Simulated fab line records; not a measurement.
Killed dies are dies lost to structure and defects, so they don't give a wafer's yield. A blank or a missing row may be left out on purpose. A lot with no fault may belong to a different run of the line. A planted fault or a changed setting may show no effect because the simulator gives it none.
fab line records -- flow sky130
record lots=7, wafers=21, last-day=50
route steps=708 shown SONOS_TUNNEL@156 SONOS_ONO@168 PAD_OPEN@708
lots with no fault: from the same line, run without faults
start-h: hours from the record's opening day to when the first of the lot's shown wafers began -- wait-h: hours from the lot's prior step to this one -- " unchanged from the row above -- L1.1+2: one row covering several wafers at once -- - no value, or no start was given -- * or withheld: withheld -- < > ~ a bound
route shown NAME@n: NAME is a module with steps in the file, n the number in the route of the first one -- usual: average and standard deviation across the fault-free wafers -- same: alike in all rows -- chamber/n: place in a boat -- sites: per-site readings -- _std_site: the standard deviation of these -- _edge_site: outer sites' mean less inner sites' -- radius-mm: how far each site lies from the wafer's centre -- mask NAME#n: copy n -- behind: the last tool/chamber to shape the wafer -- hold: why the lot was held/for how many hours/how that ended -- device: the transistor (n, p or np) that didn't switch -- end of line: tests run on the same wafers once the route is complete -- step lacking rows: just its recipe -- killed: dies lost to structure and defects at the first sort, not the wafer's yield -- map: a wafer's dies, x killed, . not, _ none there
set.NAME: the setting the step ran with; set.NAME@STEP: the setting that earlier step ran with -- model.NAME: the simulator's own value behind a step, which no gauge read
lots at some steps of the route; a table a step, a row a wafer
services: when a tool's chamber went out of use (start-h, in hours from the record's first day, below 0 if earlier), for how many hours, and the reason
## steps
# step SKY_SONOS_TUNNEL_COAT_02
# recipe resist=NOVOLAK, spin-rpm=3000, resist-thk-nm=1140
# step SKY_SONOS_TUNNEL_SOFTBAKE_03
# recipe temp-c=90, time-s=60, resist=NOVOLAK
# step SKY_SONOS_TUNNEL_EXPOSE_04
# recipe mask-id=TUNM, na=0.6, source-shape=conventional, sigma-outer=0.6, polarization=unpolarized, target-cd-nm=410, dose-mj=136
# step SKY_SONOS_TUNNEL_PEB_05
# recipe temp-c=withheld, time-s=*, resist=NOVOLAK
# step SKY_SONOS_TUNNEL_DEVELOP_06
# recipe resist=NOVOLAK, developer=TMAH, develop-time-s=60, dev-temp-c=23
# step SKY_SONOS_TUNNEL_CD_MEAS_07
# recipe target-cd-nm=410
# usual cd-nm=410.1/1.8
lot.wafer,tool,chamber,start-h,wait-h,cd-nm
L922.2,cd-sem-01,-,282.96,0.1,411.2
L922.3,cd-sem-01,-,282.96,0.1,413.8
L922.4,cd-sem-01,-,282.96,0.1,411.6
L923.1,cd-sem-02,-,289.59,0.1,412.4
L923.2,cd-sem-02,-,289.59,0.1,411.1
L923.6,cd-sem-02,-,289.59,0.1,413.5
L925.2,cd-sem-02,-,302.51,0.1,413.6
L925.4,cd-sem-02,-,302.51,0.1,412.6
L925.6,cd-sem-02,-,302.51,0.1,413.7
L932.1,cd-sem-02,-,357.14,0.1,410.3
L932.3,cd-sem-02,-,357.14,0.1,410.2
L932.4,cd-sem-02,-,357.14,0.1,412.8
L933.2,cd-sem-01,-,363.56,0.1,411.2
L933.3,cd-sem-01,-,363.56,0.1,411.6
L933.5,cd-sem-01,-,363.56,0.1,409.1
L934.1,cd-sem-01,-,377.54,0.1,409.6
L934.3,cd-sem-01,-,377.54,0.1,407.2
L934.5,cd-sem-01,-,377.54,0.1,410.1
L941.1,cd-sem-01,-,443.19,0.1,408.7
L941.2,cd-sem-01,-,443.19,0.1,409.5
L941.3,cd-sem-01,-,443.19,0.1,406.8
# step SKY_SONOS_TUNNEL_OVL_MEAS_08
# usual SONOS_TUNNEL_OVL=-0.8/1.4
lot.wafer,tool,chamber,start-h,wait-h,SONOS_TUNNEL_OVL[nm]
L922.2,overlay-02,-,283.06,0.1,-2.2
L922.3,overlay-02,-,283.06,0.1,1.3
L922.4,overlay-02,-,283.06,0.1,0.9
L923.1,overlay-01,-,289.71,0.1,0.3
L923.2,overlay-01,-,289.71,0.1,2.0
L923.6,overlay-01,-,289.71,0.1,1.8
L925.2,overlay-01,-,302.61,0.1,0.6
L925.4,overlay-01,-,302.61,0.1,-1.1
L925.6,overlay-01,-,302.61,0.1,2.1
L932.1,overlay-02,-,357.26,0.1,1.0
L932.3,overlay-02,-,357.26,0.1,-0.8
L932.4,overlay-02,-,357.26,0.1,-0.4
L933.2,overlay-01,-,363.66,0.1,-1.3
L933.3,overlay-01,-,363.66,0.1,-0.9
L933.5,overlay-01,-,363.66,0.1,-2.2
L934.1,overlay-01,-,377.66,0.1,-1.3
L934.3,overlay-01,-,377.66,0.1,-0.1
L934.5,overlay-01,-,377.66,0.1,0.5
L941.1,overlay-02,-,443.31,0.1,0.0
L941.2,overlay-02,-,443.31,0.1,0.6
L941.3,overlay-02,-,443.31,0.1,-0.7
# step SKY_SONOS_TUNNEL_IMPLANT_09
# recipe species=B, energy-kev=20, dose-cm2=1e+12, tilt-deg=withheld
# step SKY_SONOS_TUNNEL_WET_ETCH_10
# recipe chemistry=dHF, target-depth-nm=14, target=SiO2, dilution=100:1, temp-c=25, time-s=280
# step SKY_SONOS_TUNNEL_STRIP_11
# recipe chemistry=SPM, time-s=600, temp-c=130
# step SKY_SONOS_TUNNEL_TW_MEAS_12
# usual SONOS_TUNNEL_TW=197.7/0.99
lot.wafer,tool,chamber,start-h,wait-h,SONOS_TUNNEL_TW
L922.2,film-metro-02,-,283.51,0.0,197.0
L922.3,film-metro-02,-,283.51,0.0,197.8
L922.4,film-metro-02,-,283.51,0.0,198.5
L923.1,film-metro-03,-,290.16,0.0,198.1
L923.2,film-metro-03,-,290.16,0.0,198.0
L923.6,film-metro-03,-,290.16,0.0,198.9
L925.2,film-metro-03,-,303.08,0.0,198.5
L925.4,film-metro-03,-,303.08,0.0,197.6
L925.6,film-metro-03,-,303.08,0.0,197.9
L932.1,film-metro-04,-,357.73,0.0,196.3
L932.3,film-metro-04,-,357.73,0.0,195.9
L932.4,film-metro-04,-,357.73,0.0,197.7
L933.2,film-metro-02,-,364.14,0.0,197.8
L933.3,film-metro-02,-,364.14,0.0,197.4
L933.5,film-metro-02,-,364.14,0.0,198.5
L934.1,film-metro-02,-,378.11,0.0,197.7
L934.3,film-metro-02,-,378.11,0.0,196.3
L934.5,film-metro-02,-,378.11,0.0,196.2
L941.1,film-metro-02,-,443.76,0.0,196.7
L941.2,film-metro-02,-,443.76,0.0,197.2
L941.3,film-metro-02,-,443.76,0.0,198.1
# step SKY_SONOS_TUNNEL_CLEAN_13
# recipe chemistry=dHF, time-s=20, dilution=100:1, dry=ipa-marangoni
# step SKY_SONOS_ONO_OXIDATION_00
# recipe temp-c=800, ambient=O2, idle-temp-c=700, ramp-up-c-per-min=10, ramp-down-c-per-min=3, stabilise-s=600, purge-s=300, target-thk-a=26, ox-time-s=1249
# usual spike-tc-centre-C=799.9/1.5, spike-tc-lower-C=801.7/1.1, spike-tc-top-C=812.9/1.3, spike-tc-upper-C=800.7/1.4, tube-center-temp-C=799.99/0.068, tube_center_temp_C_max=802.0/0.33
lot.wafer,tool,chamber,start-h,wait-h,spike-tc-centre-C,spike-tc-lower-C,spike-tc-top-C,spike-tc-upper-C,tube-center-temp-C,tube_center_temp_C_max,model.SiO2_of_SONOS_ONO_OXIDATION_00.thk-nm
L922.2,furnace-01,0,283.58,0.0,805.6,805.3,820.2,807.2,805.73,807.7,2.723
L922.3,furnace-01,0,283.58,0.0,804.3,807.8,820.1,807.8,805.96,808.4,2.73
L922.4,furnace-01,0,283.58,0.0,804.7,806.9,819.6,807.8,805.97,808.4,2.722
L923.1,furnace-01,0,292.48,2.2,804.8,806.6,819.4,806.5,805.93,807.9,2.823
L923.2,furnace-01,0,292.48,2.2,804.8,807.1,819.9,805.7,805.94,808.2,2.816
L923.6,furnace-01,0,292.48,2.2,804.4,808.2,822.1,807.6,805.88,808.3,2.826
L925.2,furnace-01,0,304.32,1.2,804.0,806.5,818.7,806.6,805.89,808.3,2.791
L925.4,furnace-01,0,304.32,1.2,805.4,809.3,820.7,806.5,805.83,807.9,2.742
L925.6,furnace-01,0,304.32,1.2,806.4,806.9,820.5,806.7,805.78,807.3,2.766
L932.1,furnace-01,0,357.86,0.1,798.3,801.6,814.4,802.3,800.02,802.0,2.572
L932.3,furnace-01,0,357.86,0.1,799.8,801.2,812.1,801.1,799.96,802.4,2.537
L932.4,furnace-01,0,357.86,0.1,799.0,799.9,814.4,800.6,799.95,802.2,2.578
L933.2,furnace-01,0,364.20,0.0,797.7,800.1,815.1,800.6,799.96,801.5,2.519
L933.3,furnace-01,0,364.20,0.0,799.8,801.4,814.8,799.7,799.94,802.4,2.579
L933.5,furnace-01,0,364.20,0.0,798.0,799.4,812.9,801.1,800.02,802.2,2.55
L934.1,furnace-02,0,378.18,0.0,801.8,801.5,812.7,800.2,799.91,802.0,2.616
L934.3,furnace-02,0,378.18,0.0,800.8,802.9,812.0,798.2,799.91,802.1,2.603
L934.5,furnace-02,0,378.18,0.0,800.0,802.6,810.8,798.3,799.88,801.7,2.583
L941.1,furnace-02,0,444.22,0.4,800.2,802.2,809.6,797.7,799.94,801.3,2.622
L941.2,furnace-02,0,444.22,0.4,800.7,802.0,813.4,800.7,799.95,802.1,2.605
L941.3,furnace-02,0,444.22,0.4,801.1,803.6,811.5,799.5,800.08,801.9,2.625
# step SKY_SONOS_ONO_THK_MEAS_01
# recipe reads=SiO2_of_SONOS_ONO_OXIDATION_00
# usual SONOS_ONO_OXIDATION_THK=2.59/0.063
lot.wafer,tool,chamber,start-h,wait-h,SONOS_ONO_OXIDATION_THK[nm]
L922.2,film-metro-01,-,284.93,0.0,2.75
L922.3,film-metro-01,-,284.93,0.0,2.75
L922.4,film-metro-01,-,284.93,0.0,2.69
L923.1,film-metro-02,-,293.82,0.0,2.79
L923.2,film-metro-02,-,293.82,0.0,2.80
L923.6,film-metro-02,-,293.82,0.0,2.84
L925.2,film-metro-04,-,305.68,0.0,2.77
L925.4,film-metro-04,-,305.68,0.0,2.71
L925.6,film-metro-04,-,305.68,0.0,2.82
L932.1,film-metro-02,-,359.21,0.0,2.55
L932.3,film-metro-02,-,359.21,0.0,2.57
L932.4,film-metro-02,-,359.21,0.0,2.60
L933.2,film-metro-02,-,365.56,0.0,2.52
L933.3,film-metro-02,-,365.56,0.0,2.57
L933.5,film-metro-02,-,365.56,0.0,2.57
L934.1,film-metro-02,-,379.53,0.0,2.61
L934.3,film-metro-02,-,379.53,0.0,2.61
L934.5,film-metro-02,-,379.53,0.0,2.60
L941.1,film-metro-02,-,445.57,0.0,2.60
L941.2,film-metro-02,-,445.57,0.0,2.57
L941.3,film-metro-02,-,445.57,0.0,2.65
# step SKY_SONOS_ONO_CVD_02
# recipe material=Si3N4, precursor=DCS/NH3, target-thk-nm=10.5, temp-c=770, time-s=180, pressure-mtorr=250
# step SKY_PAD_OPEN_PROBE_99
# usual killed_at_M0_to_M3=43/6.9, killed_at_M4_up=3.1/1.9, killed-at-contacts=24/5.4, killed-at-front-end=14/4.3, killed-at-other=0.3/0.53, killed-dies=84/9.5, killed-on-rim=16/4.1, killed-open=46/6.8, killed-short=38/6
# same gross-dies=492, killed-at-back-side=0
lot.wafer,tool,chamber,start-h,wait-h,killed_at_M0_to_M3,killed_at_M4_up,killed-at-contacts,killed-at-front-end,killed-at-other,killed-dies,killed-on-rim,killed-open,killed-short,model.etest.cap-ono.tox-acc-nm,model.etest.sonos-erased.vt-v,model.etest.sonos-baked.vt-less-v
L922.2,prober-01,-,1099.35,0.1,46,4,31,18,0,99,24,50,48,12.97,-2.197,-0.4534
L922.3,prober-01,-,1099.40,0.2,35,0,21,15,1,72,18,43,29,13.03,-2.189,-0.4924
L922.4,prober-01,-,1099.45,0.2,46,2,19,11,0,78,13,50,28,12.94,-2.187,-0.4992
L923.1,prober-02,-,1111.35,0.1,30,4,34,21,0,89,26,46,43,13.18,-2.064,-0.4648
L923.2,prober-02,-,1111.40,0.1,49,2,21,21,0,93,13,45,48,13.32,-1.961,-0.4094
L923.6,prober-02,-,1111.60,0.2,50,6,31,4,0,91,21,51,40,13.28,-1.973,-0.4142
L925.2,prober-01,-,1119.32,0.1,45,5,23,14,0,87,18,46,41,13.09,-2.12,-0.4065
L925.4,prober-01,-,1119.42,0.2,42,0,26,20,0,88,12,49,39,13.16,-2.066,-0.4276
L925.6,prober-01,-,1119.52,0.2,43,3,22,11,0,79,14,47,32,13.14,-2.083,-0.4699
L934.1,prober-02,-,1168.81,0.1,33,5,25,14,0,77,14,36,41,12.96,-2.208,-0.5163
L934.3,prober-02,-,1168.91,0.2,40,3,23,12,0,78,11,50,28,12.97,-2.251,-0.4743
L934.5,prober-02,-,1169.01,0.2,42,1,26,6,0,75,11,50,25,13.11,-2.168,-0.3637
L932.1,prober-01,-,1171.72,0.1,46,3,25,10,0,84,13,46,38,12.81,-2.313,-0.4867
L932.3,prober-01,-,1171.82,0.2,44,3,20,21,0,88,18,42,46,12.71,-2.4,-0.4549
L932.4,prober-01,-,1171.87,0.2,49,4,29,18,2,102,22,55,47,12.76,-2.283,-0.4699
L933.2,prober-02,-,1172.51,0.1,41,3,13,10,0,67,19,31,36,12.68,-2.377,-0.5623
L933.3,prober-02,-,1172.56,0.2,32,2,26,7,1,68,13,43,25,12.74,-2.34,-0.5419
L933.5,prober-02,-,1172.66,0.2,43,4,32,25,0,104,22,53,50,12.68,-2.369,-0.4981
L941.1,prober-02,-,1211.25,0.1,44,3,19,12,1,79,9,41,37,12.95,-2.214,-0.5238
L941.2,prober-02,-,1211.30,0.1,53,5,15,13,0,86,23,46,40,12.93,-2.272,-0.5012
L941.3,prober-02,-,1211.35,0.2,40,2,26,9,0,77,14,45,32,12.97,-2.218,-0.4995
# killed by level:class
L922.2 VIA1:geometric-particle:open=12 LI_CONTACT:geometric-particle:open=8 LOCAL_INTERCONNECT:geometric-particle:short=7 CONTACT:geometric-particle:short=7 CONTACT:geometric-particle:open=7 METAL2:geometric-particle:short=7 METAL1:geometric-particle:short=5 VIA3:geometric-particle:open=5
L922.3 VIA1:geometric-particle:open=9 LI_CONTACT:geometric-particle:open=7 CONTACT:geometric-particle:open=7 VIA3:geometric-particle:open=6 LOCAL_INTERCONNECT:geometric-particle:short=5 METAL2:geometric-particle:short=5 POLY_GATE:geometric-particle:open=4 POLY_GATE:geometric-particle:short=3
L922.4 VIA1:geometric-particle:open=11 VIA2:geometric-particle:open=11 CONTACT:geometric-particle:open=7 METAL1:geometric-particle:short=7 LI_CONTACT:geometric-particle:open=6 VIA3:geometric-particle:open=5 FIELD_ISO:geometric-particle:short=3 FIELD_ISO:geometric-particle:open=3
L923.1 CONTACT:geometric-particle:open=13 LI_CONTACT:geometric-particle:open=9 METAL2:geometric-particle:short=8 POLY_GATE:geometric-particle:open=7 FIELD_ISO:geometric-particle:short=5 LOCAL_INTERCONNECT:geometric-particle:short=5 CONTACT:geometric-particle:short=5 VIA1:geometric-particle:open=5
L923.2 METAL3:geometric-particle:short=8 VIA2:geometric-particle:open=8 FIELD_ISO:geometric-particle:open=7 CONTACT:geometric-particle:open=7 VIA3:geometric-particle:open=7 VIA1:geometric-particle:open=7 LOCAL_INTERCONNECT:geometric-particle:short=6 VIA3:geometric-particle:short=5
L923.6 CONTACT:geometric-particle:open=12 VIA1:geometric-particle:open=10 VIA3:geometric-particle:open=10 METAL2:geometric-particle:short=9 VIA2:geometric-particle:open=7 LI_CONTACT:geometric-particle:open=6 METAL4:geometric-particle:short=6 CONTACT:geometric-particle:short=5
L925.2 VIA1:geometric-particle:open=12 VIA1:geometric-particle:short=9 VIA2:geometric-particle:open=8 LI_CONTACT:geometric-particle:open=6 LOCAL_INTERCONNECT:geometric-particle:short=5 VIA3:geometric-particle:open=5 FIELD_ISO:geometric-particle:short=4 CONTACT:geometric-particle:open=4
L925.4 VIA1:geometric-particle:open=13 LOCAL_INTERCONNECT:geometric-particle:short=8 CONTACT:geometric-particle:open=8 VIA3:geometric-particle:open=7 CONTACT:geometric-particle:short=5 FIELD_ISO:geometric-particle:open=4 FIELD_ISO:geometric-particle:short=4 METAL1:geometric-particle:short=4
L925.6 VIA2:geometric-particle:open=10 VIA1:geometric-particle:open=9 CONTACT:geometric-particle:open=8 VIA3:geometric-particle:open=6 LOCAL_INTERCONNECT:geometric-particle:short=5 CONTACT:geometric-particle:short=5 METAL2:geometric-particle:short=5 VIA1:geometric-particle:short=5
L934.1 CONTACT:geometric-particle:open=9 LI_CONTACT:geometric-particle:open=7 POLY_GATE:geometric-particle:short=6 VIA1:geometric-particle:open=6 VIA2:geometric-particle:short=6 METAL1:geometric-particle:short=5 VIA2:geometric-particle:open=5 LOCAL_INTERCONNECT:geometric-particle:short=4
L934.3 VIA1:geometric-particle:open=14 CONTACT:geometric-particle:open=10 FIELD_ISO:geometric-particle:open=7 VIA2:geometric-particle:open=6 LI_CONTACT:geometric-particle:short=5 LI_CONTACT:geometric-particle:open=4 VIA3:geometric-particle:open=4 FIELD_ISO:geometric-particle:short=3
L934.5 VIA1:geometric-particle:open=16 LI_CONTACT:geometric-particle:open=8 CONTACT:geometric-particle:open=8 VIA3:geometric-particle:open=6 VIA2:geometric-particle:open=6 CONTACT:geometric-particle:short=4 LI_CONTACT:geometric-particle:short=3 METAL1:geometric-particle:short=3
L932.1 VIA1:geometric-particle:open=13 CONTACT:geometric-particle:short=9 METAL2:geometric-particle:short=7 VIA3:geometric-particle:open=7 CONTACT:geometric-particle:open=6 VIA1:geometric-particle:short=6 LI_CONTACT:geometric-particle:open=5 METAL1:geometric-particle:short=5
L932.3 VIA1:geometric-particle:open=8 LI_CONTACT:geometric-particle:open=7 VIA3:geometric-particle:open=7 FIELD_ISO:geometric-particle:short=6 VIA2:geometric-particle:short=6 POLY_GATE:geometric-particle:open=5 POLY_GATE:geometric-particle:short=5 CONTACT:geometric-particle:short=5
L932.4 VIA1:geometric-particle:open=12 VIA2:geometric-particle:open=9 VIA3:geometric-particle:open=9 LI_CONTACT:geometric-particle:open=8 CONTACT:geometric-particle:open=7 FIELD_ISO:geometric-particle:short=6 POLY_GATE:geometric-particle:short=6 METAL2:geometric-particle:short=6
L933.2 VIA1:geometric-particle:short=10 VIA3:geometric-particle:open=7 VIA1:geometric-particle:open=7 METAL2:geometric-particle:short=5 LI_CONTACT:geometric-particle:short=5 FIELD_ISO:geometric-particle:short=4 METAL1:geometric-particle:short=4 CONTACT:geometric-particle:open=4
L933.3 VIA1:geometric-particle:open=11 LI_CONTACT:geometric-particle:open=8 CONTACT:geometric-particle:open=8 VIA2:geometric-particle:open=6 LOCAL_INTERCONNECT:geometric-particle:short=4 METAL1:geometric-particle:short=4 VIA3:geometric-particle:open=3 FIELD_ISO:geometric-particle:open=2
L933.5 VIA1:geometric-particle:open=15 FIELD_ISO:geometric-particle:short=11 CONTACT:geometric-particle:open=11 CONTACT:geometric-particle:short=8 FIELD_ISO:geometric-particle:open=7 VIA1:geometric-particle:short=7 LI_CONTACT:geometric-particle:open=6 VIA2:geometric-particle:open=5
L941.1 VIA1:geometric-particle:open=11 VIA3:geometric-particle:open=9 CONTACT:geometric-particle:open=6 VIA2:geometric-particle:open=6 CONTACT:geometric-particle:short=5 FIELD_ISO:geometric-particle:short=4 POLY_GATE:geometric-particle:short=4 VIA3:geometric-particle:short=4
L941.2 VIA3:geometric-particle:open=13 VIA2:geometric-particle:open=9 VIA1:geometric-particle:open=8 METAL1:geometric-particle:short=6 METAL2:geometric-particle:short=5 CONTACT:geometric-particle:open=5 VIA3:geometric-particle:short=5 METAL4:geometric-particle:short=5
L941.3 LI_CONTACT:geometric-particle:open=9 VIA2:geometric-particle:open=8 VIA1:geometric-particle:open=8 CONTACT:geometric-particle:open=6 METAL2:geometric-particle:short=6 VIA3:geometric-particle:open=5 CONTACT:geometric-particle:short=5 METAL1:geometric-particle:short=4
## services
tool,chamber,start-h,hours,kind
furnace-02,-,288.66,3.5,pm
furnace-01,-,327.61,3.9,pm
furnace-02,-,334.59,5.2,pm
furnace-02,-,364.56,3.8,pm
furnace-01,-,426.89,4.2,pm
furnace-01,-,434.03,3.1,pm
## key
first-sign step=SKY_SONOS_ONO_OXIDATION_00, reading=tube-center-temp-C, direction=up, sigmas=74, usual=*, struck=*
effect step=SKY_SONOS_ONO_OXIDATION_00, reading=tube_center_temp_C_max, direction=up, sigmas=18, usual=*, struck=*
effect step=SKY_SONOS_ONO_THK_MEAS_01, reading=SONOS_ONO_OXIDATION_THK, direction=up, sigmas=2.9, usual=2.59, struck=2.77
model-effect step=SKY_SONOS_ONO_OXIDATION_00, value=SiO2_of_SONOS_ONO_OXIDATION_00.thk-nm, without=2.544, struck=2.771
model-effect step=SKY_PAD_OPEN_PROBE_99, value=etest.cap-ono.tox-acc-nm, without=12.89, struck=13.12
met-at SKY_SONOS_ONO_OXIDATION_00
struck-wafers L922.2,L922.3,L922.4,L923.1,L923.2,L923.6,L925.2,L925.4,L925.6
tester-left-out L922,L923,L925
fault kind=process-parameter-drift, tool=furnace-01, chamber=-, onset-h=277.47, steps=SKY_SONOS_ONO_OXIDATION_00, channel=temp-c, offset=*, shape=step, end-h=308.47, acts-in=*, stated=*
# tester-left-out: of these lots the tester's yield and bins aren't shown, on N5 and GAA mostly nor the transistor test; their killed dies are dies lost to structure and defects alone, not to doping, threshold or leakage, so they don't give the yield
